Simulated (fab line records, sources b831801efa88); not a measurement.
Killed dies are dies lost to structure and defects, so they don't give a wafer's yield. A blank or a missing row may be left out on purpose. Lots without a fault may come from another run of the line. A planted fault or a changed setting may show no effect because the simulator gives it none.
A struck lot beside a sound one | flow sky130 | 16 steps out of a route of 708
Sound: wafers L912.1, L912.2, L912.5. Struck: wafers L917.4, L917.6. (L917.2 of the same lot was not struck and is left out.) The cause comes at the end.
At each step with rows: each side's tool, then ch and its chambers, then its first start. Under that, the readings that differ: sound wafers | struck wafers | difference of the means | sigmas: that difference in standard deviations of wafers without a fault.
alike: readings whose means differ by less than 2 such deviations, and words and numbers that are the same on both sides. not compared: withheld readings, readings that some wafer has no value for, bounds like >300 that may hide the same value, and numbers for which the record gives no deviation and whose values overlap.
The two part at a step that has a row with sigmas, a row that says differs or no value, or rows on one side only. Numbers that don't overlap but have no deviation are shown without sigmas and don't part them. A reading that every wafer of one side lacks parts them only if that side has two wafers or more.

first, 3 steps without rows for these wafers: SKY_METAL2_EXPOSE_12 (exposes mask MM2, target cd 140 nm); SKY_METAL2_PEB_13; SKY_METAL2_DEVELOP_14 (develop time 60 s).
SKY_METAL2_CD_MEAS_15: target cd 140 nm.
  sound on cd_sem-02, day 35 21:19; struck on cd_sem-01, day 37 06:12
  alike: cd_nm
SKY_METAL2_OVL_MEAS_16:
  sound on overlay-01, day 35 21:26; struck on overlay-01, day 37 06:19
  alike: METAL2_OVL
SKY_METAL2_DESCUM_17: chemistry O2, time 8 s.
  sound on rie_metal-02 ch 0,1, day 35 21:29; struck on rie_metal-02 ch 0,1, day 37 06:20
  alike: drypump_motor_current_A, oes_product_au
  not compared: rf_hours_counter_h
SKY_METAL2_ETCH_18: etches BARC in N2/H2, stops on SiO2, time 45.9 s, target depth 60 nm.
  sound on rie_metal-02 ch 0,1, day 35 21:31; struck on rie_metal-02 ch 0,1, day 37 06:22
  alike: drypump_motor_current_A, oes_product_au, throttle_valve_pct
  not compared: rf_hours_counter_h
SKY_METAL2_METAL_ETCH_19: etches the open film in Cl2/BCl3, stops on SiO2, target depth 360 nm, time 78 s.
  sound on rie_metal-02 ch 0,1, day 35 21:35; struck on rie_metal-02 ch 0,1, day 37 06:26
  alike: bcl3_flow_sccm, drypump_motor_current_A, oes_product_au, throttle_valve_pct
  not compared: rf_hours_counter_h
SKY_METAL2_STRIP_20: strips in O2/N2.
  sound on plasma_asher-01 ch 0,1, day 35 21:40; struck on plasma_asher-01 ch 0,1, day 37 06:31
  alike: drypump_motor_current_A, oes_product_au, strip_time_to_endpoint_s
  not compared: rf_hours_counter_h
then, 3 steps without rows for these wafers: SKY_METAL2_STRIP_21 (strips in post etch residue remover, time 1200 s); SKY_METAL2_CLEAN_22 (cleans in IPA, time 180 s); SKY_METAL2_CLEAN_23 (cleans in O3/DIW).
SKY_VIA2_HDPCVD_00: deposits SiO2, target thk 1180 nm, time 196.7 s.
  sound on hdpcvd-02 ch 0,2, day 35 22:16; struck on hdpcvd-02 ch 0,2, day 37 07:07
  reading                                  | sound          | struck    | difference | sigmas
  model.SiO2_of_VIA2_HDPCVD_00.thk_nm (nm) | 1179 1173 1162 | 1756 1741 | +577       |
SKY_VIA2_THK_MEAS_01:
  sound on film_metro-02, day 35 22:23; struck on film_metro-01, day 37 07:32
  reading              | sound          | struck    | difference | sigmas
  VIA2_HDPCVD_THK (nm) | 1179 1174 1162 | 1755 1741 | +576       | +52
  not compared: hold
SKY_VIA2_CMP_02: polishes SiO2.
  sound on cmp-01 ch 0,3, day 35 22:26; struck on cmp-02 ch 0,1, day 37 11:20
  reading | sound | struck                                            | difference                   | sigmas
  hold    | - - - | await_dispo/3.7h/release await_dispo/3.7h/release | no value on the sound wafers |
  alike: motor_current_A, platen_rpm
-- the record jumps here: 10 days lie between the struck wafers' starts before and after (it left off in module VIA2 and takes up again in module PAD_OPEN, whose first step shown is number 708 of the route) --
SKY_PAD_OPEN_PROBE_99:
  sound on prober-02, day 46 06:52; struck on prober-01, day 47 08:45
  alike: defect_limited_yield, killed_at_M0_to_M3, killed_at_M4_up, killed_at_contacts, killed_at_front_end, killed_at_other, killed_dies, killed_open, killed_short, sort_bin_3_pad_short, sort_bin_5_function, sort_bin_6_memory, sort_n_pass, sort_yield_pct

WHERE THEY PART
First at SKY_VIA2_THK_MEAS_01; last, within this record, at SKY_VIA2_CMP_02. Later steps at which nothing parts them and some readings are alike: SKY_PAD_OPEN_PROBE_99.

WHY: what the simulator had put in
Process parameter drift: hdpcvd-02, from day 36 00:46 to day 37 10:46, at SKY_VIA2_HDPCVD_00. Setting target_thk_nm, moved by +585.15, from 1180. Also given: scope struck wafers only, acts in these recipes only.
